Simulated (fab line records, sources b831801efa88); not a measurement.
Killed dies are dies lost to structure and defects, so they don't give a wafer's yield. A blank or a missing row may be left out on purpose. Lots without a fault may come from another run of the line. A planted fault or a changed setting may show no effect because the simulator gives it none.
fab line records | flow sky130
record lots=5 wafers=23
route steps=708 shown VIA2@521 CAPM@539 METAL3@568 VIA3@588 CAP2M@614 VIA4@649
start_h: hours from the record's first day to the start of the lot's first wafer shown | wait_h: hours since the lot's step before | " the same as in the row above | L1.1+2: a row that stands for several wafers | - no value, or no start given | * or withheld: withheld | < > ~ a bound
route shown NAME@n: a module of which the file shows steps, and the number in the route of the first | usual: mean/standard deviation of fault-free wafers | same: alike in all rows | chamber/n: place in a boat | sites: the reading at each site | _std_site: their standard deviation | _edge_site: outer sites' mean less inner sites' | radius_mm: how far each site lies from the wafer's centre | mask NAME#n: copy n | behind: the tool/chamber that last shaped the wafer | hold: why the lot was held/for how many hours/how that ended | device: the transistor (n, p or np) that didn't switch | end of line: the same wafers' tests at the end of the route | a step without rows: its recipe alone | killed: dies lost to structure and defects at the first sort, not the wafer's yield | map: a wafer's dies, x killed, . not, _ none there
set.NAME: the setting as run; set.NAME@STEP: as run at that earlier step | model.NAME: the simulator's own value behind a step, which no gauge read
lots whose settings were changed on purpose; a table a step, a row a wafer
## steps
# step SKY_VIA2_ETCH_14
# recipe chemistry=N2/H2 target=BARC ion_energy_ev=200 source_w=500 bias_w=100 pressure_mtorr=30 n2_flow_sccm=100 h2_flow_sccm=200 stop_on=SiO2 time_s=45.9 target_depth_a=600
# columns lot.wafer tool chamber start_h wait_h set.source_w set.dev_temp_c@VIA2_DEVELOP_11 model.VIA2.cd_nm
L074.1 rie_diel-02 1 835.30 0.0 541.5 17.63 196.7
L074.2 " 2 " " 500 17.63 197.8
L074.3 " 0 " " 541.5 17.63 196.6
L074.5 " 2 " " 500 21 200.8
L074.6 " 1 " " 500 21 199.4
L075.1 rie_diel-02 3 844.70 0.0 477.1 21 199.4
L075.3 " 1 " " 500 21 198.7
L075.4 " 0 " " 500 21 197.2
L075.5 " 3 " " 477.1 21 198.9
L075.6 " 0 " " 477.1 21 196.8
L077.1 rie_diel-02 0 875.32 0.0 465.4 22.52 198.8
L077.2 " 1 " " 465.4 22.52 199
L077.4 " 3 " " 500 21 196.7
L077.5 " 1 " " 500 21 196.4
L077.6 " 0 " " 465.4 21 196.3
L081.1 rie_diel-03 1 898.60 0.0 500 21 197.5
L081.3 " 2 " " 500 21 198
L081.4 " 0 " " 500 21 198.2
L085.1 rie_diel-02 3 931.02 0.0 500 24.3 204.2
L085.2 " 0 " " 518.1 24.3 202.8
L085.3 " 1 " " 500 21 200.3
L085.4 " 2 " " 518.1 24.3 203.5
L085.5 " 1 " " 518.1 21 199.8
# step SKY_CAPM_SPUTTER_02
# recipe material=TiN target_thk_nm=200 temp_c=300 power_w=6500 time_s=166.7 chamber_pressure_pa=0.4
# columns lot.wafer tool chamber start_h wait_h set.time_s model.TiN_of_CAPM_SPUTTER_02.thk_nm
L074.1 pvd_sputter-04 - 836.91 0.1 182.6 220.2
L074.2 " - " " 182.6 218.1
L074.3 " - " " 166.7 195.4
L074.5 " - " " 166.7 199.2
L074.6 " - " " 182.6 216.5
L075.1 pvd_sputter-01 - 846.32 0.1 166.7 197.7
L075.3 " - " " 166.7 193.7
L075.4 " - " " 166.7 196.9
L075.5 " - " " 166.7 193.4
L075.6 " - " " 166.7 198.8
L077.1 pvd_sputter-01 - 877.36 0.1 151.7 186
L077.2 " - " " 151.7 182.2
L077.4 " - " " 166.7 198.2
L077.5 " - " " 151.7 181.6
L077.6 " - " " 166.7 204.6
L081.1 pvd_sputter-01 - 900.21 0.1 166.7 196.2
L081.3 " - " " 166.7 198.6
L081.4 " - " " 166.7 200
L085.1 pvd_sputter-01 - 932.63 0.1 166.7 204
L085.2 " - " " 173.7 209.3
L085.3 " - " " 173.7 212.3
L085.4 " - " " 173.7 208.2
L085.5 " - " " 166.7 199.6
# step SKY_CAPM_RS_MEAS_03
# recipe thk_meas_gauge=four-point-probe reads=TiN_of_CAPM_SPUTTER_02
# usual CAPM_TIN_RS=6.92/0.089
# columns lot.wafer tool chamber start_h wait_h set.time_s@CAPM_SPUTTER_02 CAPM_TIN_RS[ohm/sq]
L074.1 film_metro-02 - 837.02 0.1 182.6 6.27
L074.2 " - " " 182.6 6.33
L074.3 " - " " 166.7 7.08
L074.5 " - " " 166.7 6.94
L074.6 " - " " 182.6 6.38
L075.1 film_metro-01 - 846.43 0.1 166.7 7.00
L075.3 " - " " 166.7 7.14
L075.4 " - " " 166.7 7.04
L075.5 " - " " 166.7 7.15
L075.6 " - " " 166.7 6.95
L077.1 film_metro-04 - 877.47 0.1 151.7 7.44
L077.2 " - " " 151.7 7.60
L077.4 " - " " 166.7 6.98
L077.5 " - " " 151.7 7.61
L077.6 " - " " 166.7 6.75
L081.1 film_metro-02 - 900.32 0.1 166.7 7.05
L081.3 " - " " 166.7 6.96
L081.4 " - " " 166.7 6.92
L085.1 film_metro-01 - 932.74 0.1 166.7 6.77
L085.2 " - " " 173.7 6.59
L085.3 " - " " 173.7 6.50
L085.4 " - " " 173.7 6.63
L085.5 " - " " 166.7 6.93
# step SKY_CAPM_THK_MEAS_04
# recipe thk_meas_gauge=xrf reads=TiN_of_CAPM_SPUTTER_02
# usual CAPM_TIN_THK=198.6/2.6
# columns lot.wafer tool chamber start_h wait_h set.time_s@CAPM_SPUTTER_02 CAPM_TIN_THK[nm]
L074.1 film_metro-02 - 837.14 0.1 182.6 218.4
L074.2 " - " " 182.6 217.7
L074.3 " - " " 166.7 194.1
L074.5 " - " " 166.7 198.4
L074.6 " - " " 182.6 215.7
L075.1 film_metro-01 - 846.55 0.1 166.7 196.5
L075.3 " - " " 166.7 192.9
L075.4 " - " " 166.7 196.6
L075.5 " - " " 166.7 192.4
L075.6 " - " " 166.7 198.2
L077.1 film_metro-04 - 877.59 0.1 151.7 184.6
L077.2 " - " " 151.7 181.5
L077.4 " - " " 166.7 196.0
L077.5 " - " " 151.7 180.8
L077.6 " - " " 166.7 203.1
L081.1 film_metro-02 - 900.44 0.1 166.7 195.8
L081.3 " - " " 166.7 197.3
L081.4 " - " " 166.7 198.6
L085.1 film_metro-01 - 932.86 0.1 166.7 202.7
L085.2 " - " " 173.7 207.5
L085.3 " - " " 173.7 210.4
L085.4 " - " " 173.7 207.4
L085.5 " - " " 166.7 197.9
# step SKY_CAPM_SOFTBAKE_08
# recipe temp_c=90 time_s=60 resist=NOVOLAK
# columns lot.wafer tool chamber start_h wait_h set.temp_c
L074.1+3+5 litho_track-01 0 850.27 0.1 90
L074.2+6 " 0 " " 87.57
L075.1+4+5 litho_track-02 0 860.67 0.1 90
L075.3+6 " 0 " " 92.72
L077.1+6 litho_track-02 0 890.22 0.1 88.38
L077.2+4+5 " 0 " " 90
L081.1+3+4 litho_track-02 0 912.77 0.1 90
L085.1+3+5 litho_track-04 0 945.18 0.1 91.57
L085.2+4 " 0 " " 90
# step SKY_CAPM_EXPOSE_09
# recipe mask_id=CAPM na=0.6 source_shape=conventional sigma_outer=0.6 polarization=unpolarized target_cd_nm=1000 dose_mj=159
# step SKY_CAPM_PEB_10
# recipe temp_c=withheld time_s=* resist=NOVOLAK
# step SKY_CAPM_DEVELOP_11
# recipe resist=NOVOLAK developer=TMAH develop_time_s=60 dev_temp_c=23
# step SKY_CAPM_METAL_ETCH_13
# recipe target_depth_nm=220 stop_on=SiO2 chemistry=Cl2/BCl3 target=TiN pressure_mtorr=10 icp_w=900 bias_w=48.5 Cl2_flow_sccm=60 bcl3_flow_sccm=30 time_s=62.9
# usual oes_product_au=0.941/0.0083
# columns lot.wafer tool chamber start_h wait_h set.time_s@CAPM_SPUTTER_02 oes_product_au
L074.1 rie_metal-02 1 863.50 0.0 182.6 0.990
L074.2 " 1 " " 182.6 0.987
L074.3 " 1 " " 166.7 0.931
L074.5 " 1 " " 166.7 0.942
L074.6 " 1 " " 182.6 0.983
L075.1 rie_metal-01 1 873.85 0.0 166.7 0.932
L075.3 " 0 " " 166.7 0.925
L075.4 " 1 " " 166.7 0.933
L075.5 " 1 " " 166.7 0.912
L075.6 " 0 " " 166.7 0.929
L077.1 rie_metal-02 1 902.92 0.0 151.7 0.906
L077.2 " 1 " " 151.7 0.894
L077.4 " 1 " " 166.7 0.936
L077.5 " 1 " " 151.7 0.889
L077.6 " 1 " " 166.7 0.951
L081.1 rie_metal-01 0 924.90 0.0 166.7 0.931
L081.3 " 1 " " 166.7 0.938
L081.4 " 0 " " 166.7 0.941
L085.1 rie_metal-01 1 957.10 0.0 166.7 0.954
L085.2 " 0 " " 173.7 0.964
L085.3 " 0 " " 173.7 0.972
L085.4 " 1 " " 173.7 0.963
L085.5 " 0 " " 166.7 0.937
# step SKY_CAPM_STRIP_14
# recipe chemistry=O2/N2 power_w=1400 pressure_mtorr=1500 platen_temp_c=withheld o2_flow_sccm=3000 n2_flow_sccm=300 overash_fraction=0.5
# usual strip_time_to_endpoint_s=12.64/0.045
# columns lot.wafer tool chamber start_h wait_h set.temp_c@CAPM_SOFTBAKE_08 strip_time_to_endpoint_s
L074.1 plasma_asher-04 1 863.66 0.1 90 12.62
L074.2 " 0 " " 87.57 12.70
L074.3 " 1 " " 90 12.63
L074.5 " 1 " " 90 12.61
L074.6 " 0 " " 87.57 12.75
L075.1 plasma_asher-01 0 873.93 0.1 90 12.65
L075.3 " 0 " " 92.72 12.52
L075.4 " 1 " " 90 12.60
L075.5 " 0 " " 90 12.64
L075.6 " 1 " " 92.72 12.55
L077.1 plasma_asher-01 0 903.07 0.1 88.38 12.59
L077.2 " 1 " " 90 12.56
L077.4 " 1 " " 90 12.55
L077.5 " 0 " " 90 12.54
L077.6 " 1 " " 88.38 12.58
L081.1 plasma_asher-04 0 924.98 0.1 90 12.66
L081.3 " 1 " " 90 12.65
L081.4 " 0 " " 90 12.66
L085.1 plasma_asher-01 0 957.21 0.1 91.57 12.63
L085.2 " 1 " " 90 12.65
L085.3 " 0 " " 91.57 12.67
L085.4 " 1 " " 90 12.71
L085.5 " 0 " " 91.57 12.63
# step SKY_METAL3_METAL_ETCH_18
# recipe target_depth_a=8450 stop_on=SiO2 over_etch_frac=0.3 time_s=183.1 chemistry=Cl2/BCl3 resist_sidewall_deg=88 pressure_mtorr=10 icp_w=900 bias_w=48.5 Cl2_flow_sccm=60 bcl3_flow_sccm=30
# columns lot.wafer tool chamber start_h wait_h set.bias_w model.KrF-thick_of_METAL3_COAT_08.thk_nm
L074.1 rie_metal-02 1 891.10 0.0 45.87 521.3
L074.2 " 0 " " 45.87 526.3
L074.3 " 1 " " 48.5 509.9
L074.5 " 0 " " 48.5 514.3
L074.6 " 1 " " 48.5 514.2
L075.1 rie_metal-02 1 900.49 0.0 48.5 508.1
L075.3 " 1 " " 48.5 505.6
L075.4 " 1 " " 48.5 514.8
L075.5 " 1 " " 48.5 505.2
L075.6 " 1 " " 48.5 512.5
L077.1 rie_metal-03 1 929.07 0.0 48.5 532.1
L077.2 " 0 " " 54.05 508
L077.4 " 0 " " 48.5 531.8
L077.5 " 1 " " 48.5 542.5
L077.6 " 0 " " 54.05 508.4
L081.1 rie_metal-02 0 950.47 0.0 48.5 520.9
L081.3 " 0 " " 48.5 516.1
L081.4 " 0 " " 48.5 518.7
L085.1 rie_metal-03 0 981.77 0.0 48.5 521.5
L085.2 " 1 " " 43.7 556.3
L085.3 " 1 " " 48.5 537.5
L085.4 " 0 " " 48.5 524.4
L085.5 " 0 " " 43.7 543.4
# step SKY_METAL3_STRIP_19
# recipe chemistry=O2/N2 power_w=1400 pressure_mtorr=1500 platen_temp_c=withheld o2_flow_sccm=3000 n2_flow_sccm=300 overash_fraction=0.5
# usual strip_time_to_endpoint_s=6.48/0.089
# columns lot.wafer tool chamber start_h wait_h set.bias_w@METAL3_METAL_ETCH_18 strip_time_to_endpoint_s
L074.1 plasma_asher-01 0 891.28 0.1 45.87 6.47
L074.2 " 1 " " 45.87 6.53
L074.3 " 1 " " 48.5 6.36
L074.5 " 0 " " 48.5 6.43
L074.6 " 1 " " 48.5 6.39
L075.1 plasma_asher-01 1 900.84 0.3 48.5 6.34
L075.3 " 1 " " 48.5 6.32
L075.4 " 0 " " 48.5 6.41
L075.5 " 1 " " 48.5 6.31
L075.6 " 0 " " 48.5 6.39
L077.1 plasma_asher-03 1 929.25 0.1 48.5 6.58
L077.2 " 0 " " 54.05 6.33
L077.4 " 1 " " 48.5 6.58
L077.5 " 0 " " 48.5 6.68
L077.6 " 1 " " 54.05 6.33
L081.1 plasma_asher-01 0 950.83 0.3 48.5 6.45
L081.3 " 1 " " 48.5 6.45
L081.4 " 0 " " 48.5 6.46
L085.1 plasma_asher-02 1 981.95 0.1 48.5 6.47
L085.2 " 0 " " 43.7 6.83
L085.3 " 1 " " 48.5 6.64
L085.4 " 0 " " 48.5 6.52
L085.5 " 1 " " 43.7 6.70
# step SKY_VIA3_ETCH_15
# recipe target=SiO2 chemistry=C4F8/O2/Ar target_depth_nm=507 stop_on=TiN mask_material=KrF-thick source_w=1500 bias_w=1200 pressure_mtorr=40 c4f8_flow_sccm=withheld O2_flow_sccm=6 Ar_flow_sccm=300 time_s=78
# usual oes_product_au=0.945/0.0049
# columns lot.wafer tool chamber start_h wait_h set.time_s oes_product_au
L074.1 rie_diel-01 2 917.76 0.0 84.44 0.936
L074.2 " 3 " " 84.44 0.930
L074.3 " 0 " " 84.44 0.933
L074.5 " 1 " " 78 0.948
L074.6 " 2 " " 78 0.939
L075.1 rie_diel-02 1 927.51 0.0 67.04 1.001
L075.3 " 0 " " 67.04 0.995
L075.4 " 1 " " 78 0.940
L075.5 " 0 " " 67.04 0.994
L075.6 " 3 " " 78 0.942
L077.1 rie_diel-02 2 955.62 0.0 78 0.947
L077.2 " 1 " " 78 0.942
L077.4 " 3 " " 83.23 0.941
L077.5 " 1 " " 83.23 0.940
L077.6 " 2 " " 83.23 0.935
L081.1 rie_diel-02 1 976.96 0.0 78 0.939
L081.3 " 0 " " 78 0.942
L081.4 " 2 " " 78 0.946
L085.1 rie_diel-01 3 1006.62 0.0 78 0.950
L085.2 " 1 " " 78 0.944
L085.3 " 2 " " 72.86 0.977
L085.4 " 0 " " 72.86 0.977
L085.5 " 0 " " 72.86 0.966
# step SKY_VIA3_STRIP_16
# recipe chemistry=O2/N2 power_w=1400 pressure_mtorr=1500 platen_temp_c=withheld o2_flow_sccm=3000 n2_flow_sccm=300 overash_fraction=0.5
# usual strip_time_to_endpoint_s=4.071/0.023
# columns lot.wafer tool chamber start_h wait_h set.time_s@VIA3_ETCH_15 strip_time_to_endpoint_s
L074.1 plasma_asher-04 1 917.82 0.0 84.44 3.990
L074.2 " 0 " " 84.44 3.979
L074.3 " 1 " " 84.44 4.029
L074.5 " 0 " " 78 4.099
L074.6 " 1 " " 78 4.067
L075.1 plasma_asher-02 1 927.57 0.0 67.04 4.218
L075.3 " 0 " " 67.04 4.218
L075.4 " 1 " " 78 4.045
L075.5 " 1 " " 67.04 4.225
L075.6 " 0 " " 78 4.074
L077.1 plasma_asher-04 1 955.68 0.0 78 4.010
L077.2 " 0 " " 78 4.057
L077.4 " 0 " " 83.23 4.026
L077.5 " 0 " " 83.23 3.956
L077.6 " 1 " " 83.23 3.918
L081.1 plasma_asher-03 1 977.02 0.0 78 4.063
L081.3 " 1 " " 78 4.101
L081.4 " 0 " " 78 4.037
L085.1 plasma_asher-03 1 1006.68 0.0 78 4.084
L085.2 " 0 " " 78 4.090
L085.3 " 1 " " 72.86 4.120
L085.4 " 0 " " 72.86 4.147
L085.5 " 1 " " 72.86 4.187
# step SKY_VIA3_SPUTTER_20
# recipe material=TiN target_thk_nm=20 chamber_pressure_pa=5 power_w=4000 time_s=80
# columns lot.wafer tool chamber start_h wait_h set.chamber_pressure_pa model.TiN_of_VIA3_SPUTTER_20.thk_nm
L074.1 pvd_sputter-04 - 918.76 0.0 5.682 17.61
L074.2 " - " " 5.682 17.87
L074.3 " - " " 5.682 17.5
L074.5 " - " " 5.682 17.6
L074.6 " - " " 5.682 17.51
L075.1 pvd_sputter-04 - 928.64 0.0 5.233 18.71
L075.3 " - " " 5.233 19.05
L075.4 " - " " 5.233 19.11
L075.5 " - " " 5.233 19.01
L075.6 " - " " 5.233 19.26
L077.1 pvd_sputter-03 - 956.30 0.0 4.66 20.74
L077.2 " - " " 4.66 20.82
L077.4 " - " " 4.66 20.88
L077.5 " - " " 4.66 20.66
L077.6 " - " " 4.66 21.06
L081.1 pvd_sputter-03 - 977.62 0.0 5 20.13
L081.3 " - " " 5 20.06
L081.4 " - " " 5 19.85
L085.1 pvd_sputter-03 - 1007.31 0.0 4.722 20.52
L085.2 " - " " 4.722 20.35
L085.3 " - " " 4.722 20.53
L085.4 " - " " 4.722 20.43
L085.5 " - " " 4.722 20.77
# step SKY_CAP2M_DEVELOP_11
# recipe resist=NOVOLAK developer=TMAH develop_time_s=60 dev_temp_c=23
# columns lot.wafer tool chamber start_h wait_h set.dev_temp_c
L074.1+5 litho_track-03 0 944.35 0.1 23
L074.2+3+6 " 0 " " 20.99
L075.1+5+6 litho_track-03 0 954.70 0.1 23
L075.3+4 " 0 " " 26.33
L077.1+5+6 litho_track-01 0 980.62 0.1 22.01
L077.2+4 " 0 " " 23
L081.1+3+4 litho_track-01 0 1001.67 0.1 23
L085.1+4+5 litho_track-03 0 1030.70 0.1 23
L085.2+3 " 0 " " 21.35
# step SKY_CAP2M_METAL_ETCH_13
# recipe target_depth_nm=220 stop_on=SiO2 chemistry=Cl2/BCl3 target=TiN pressure_mtorr=10 icp_w=900 bias_w=48.5 Cl2_flow_sccm=60 bcl3_flow_sccm=30 time_s=62.9
# columns lot.wafer tool chamber start_h wait_h set.time_s set.dev_temp_c@CAP2M_DEVELOP_11 model.CAP2M.cd_nm model.NOVOLAK_of_CAP2M_COAT_07.thk_nm
L074.1 rie_metal-01 1 944.53 0.0 65.91 23 999.7 976.2
L074.2 " 0 " " 65.91 20.99 991.2 975.1
L074.3 " 1 " " 62.9 20.99 990.4 985.1
L074.5 " 0 " " 62.9 23 998 985.9
L074.6 " 1 " " 65.91 20.99 992.6 975.7
L075.1 rie_metal-03 0 954.88 0.0 62.9 23 1001 991.5
L075.3 " 1 " " 62.9 26.33 1010 991.7
L075.4 " 0 " " 62.9 26.33 1014 995.7
L075.5 " 1 " " 62.9 23 998 992.9
L075.6 " 0 " " 62.9 23 1002 992.8
L077.1 rie_metal-03 1 980.80 0.0 62.9 22.01 993 996.5
L077.2 " 0 " " 62.9 23 999.4 995.4
L077.4 " 0 " " 62.9 23 1000 989.9
L077.5 " 1 " " 58.92 22.01 993.7 1007
L077.6 " 0 " " 58.92 22.01 996.8 1005
L081.1 rie_metal-03 1 1001.85 0.0 62.9 23 1002 1000
L081.3 " 1 " " 62.9 23 1001 993.2
L081.4 " 0 " " 62.9 23 1005 991.3
L085.1 rie_metal-02 1 1030.88 0.0 62.9 23 997.3 987.1
L085.2 " 1 " " 62.9 21.35 994 991.8
L085.3 " 1 " " 62.9 21.35 992.9 991.8
L085.4 " 1 " " 62.9 23 997.7 990.7
L085.5 " 1 " " 62.9 23 1002 990.7
# step SKY_VIA4_DEVELOP_10
# recipe resist=NOVOLAK developer=TMAH develop_time_s=60 dev_temp_c=23
# columns lot.wafer tool chamber start_h wait_h set.develop_time_s
L074.1+3+6 litho_track-03 0 994.65 0.1 60
L074.2+5 " 0 " " 66.46
L075.1+4 litho_track-04 0 1004.33 0.1 65
L075.3+5+6 " 0 " " 60
L077.1+2+6 litho_track-03 0 1029.10 0.1 60
L077.4+5 " 0 " " 68.69
L081.1+3+4 litho_track-04 0 1049.93 0.1 60
L085.1+2+5 litho_track-04 0 1076.28 0.1 60
L085.3+4 " 0 " " 67.18
# step SKY_VIA4_ETCH_12
# recipe target=SiO2 chemistry=C4F8/O2/Ar stop_on=TiN mask_material=NOVOLAK source_w=1500 bias_w=1200 pressure_mtorr=40 c4f8_flow_sccm=withheld O2_flow_sccm=6 Ar_flow_sccm=300 time_s=withheld target_depth_a=5800
# columns lot.wafer tool chamber start_h wait_h set.develop_time_s@VIA4_DEVELOP_10 model.VIA4.cd_nm
L074.1+6 rie_diel-02 2,3 994.83 0.0 * 797.4
L074.2 " 1 " " * 806.5
L074.3 " 3 " " * 797.5
L074.5 " 0 " " * 808.2
L075.1 rie_diel-03 2 1004.52 0.0 * 808.3
L075.3 " 0 " " * 800
L075.4 " 1 " " * 809.2
L075.5 " 2 " " * 803.8
L075.6 " 3 " " * 798.7
L077.1 rie_diel-02 3 1029.28 0.0 * 798.3
L077.2 " 0 " " * 798
L077.4 " 0 " " * 813.7
L077.5 " 2 " " * 813
L077.6 " 3 " " * 799.9
L081.1 rie_diel-02 2 1050.12 0.0 * 800.4
L081.3 " 1 " " * 800.2
L081.4 " 0 " " * 800.3
L085.1 rie_diel-02 2 1076.47 0.0 * 798.2
L085.2 " 0 " " * 797
L085.3 " 3 " " * 809.2
L085.4 " 1 " " * 812
L085.5 " 1 " " * 798.8
## key
split step=SKY_VIA2_ETCH_14 setting=source_w stated=500 by=wafer
response none clear
split step=SKY_CAPM_SPUTTER_02 setting=time_s stated=166.7 by=wafer
response step=SKY_CAPM_SPUTTER_02 reading=model.TiN_of_CAPM_SPUTTER_02.thk_nm change=+2.1 per=1% r=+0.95
response step=SKY_CAPM_RS_MEAS_03 reading=CAPM_TIN_RS change=-0.0728 per=1% r=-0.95
response step=SKY_CAPM_THK_MEAS_04 reading=CAPM_TIN_THK change=+2.06 per=1% r=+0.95
response step=SKY_CAPM_METAL_ETCH_13 reading=oes_product_au change=+0.00521 per=1% r=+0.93
split step=SKY_CAPM_SOFTBAKE_08 setting=temp_c stated=90 by=wafer
response step=SKY_CAPM_STRIP_14 reading=strip_time_to_endpoint_s change=* per=1% r=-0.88
split step=SKY_METAL3_METAL_ETCH_18 setting=bias_w stated=48.5 by=wafer
response step=SKY_METAL3_METAL_ETCH_18 reading=model.KrF-thick_of_METAL3_COAT_08.thk_nm change=-2.28 per=1% r=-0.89
response step=SKY_METAL3_STRIP_19 reading=strip_time_to_endpoint_s change=* per=1% r=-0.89
split step=SKY_VIA3_ETCH_15 setting=time_s stated=78 by=wafer
response step=SKY_VIA3_ETCH_15 reading=oes_product_au change=-0.00305 per=1% r=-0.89
response step=SKY_VIA3_STRIP_16 reading=strip_time_to_endpoint_s change=* per=1% r=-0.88
split step=SKY_VIA3_SPUTTER_20 setting=chamber_pressure_pa stated=5 by=lot
response step=SKY_VIA3_SPUTTER_20 reading=model.TiN_of_VIA3_SPUTTER_20.thk_nm change=-0.155 per=1% r=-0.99
split step=SKY_CAP2M_DEVELOP_11 setting=dev_temp_c stated=23 by=wafer
response step=SKY_CAP2M_METAL_ETCH_13 reading=model.CAP2M.cd_nm change=+0.831 per=1% r=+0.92
split step=SKY_CAP2M_METAL_ETCH_13 setting=time_s stated=62.9 by=wafer
response step=SKY_CAP2M_METAL_ETCH_13 reading=model.NOVOLAK_of_CAP2M_COAT_07.thk_nm change=-1.98 per=1% r=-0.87
split step=SKY_VIA4_DEVELOP_10 setting=develop_time_s stated=60 by=wafer
response step=SKY_VIA4_ETCH_12 reading=model.VIA4.cd_nm change=+0.996 per=1% r=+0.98
split outside_this_file step=SKY_VIA2_DEVELOP_11 setting=dev_temp_c
# split outside_this_file: this setting was split too, and the file shows its column; the key of that split is in another file
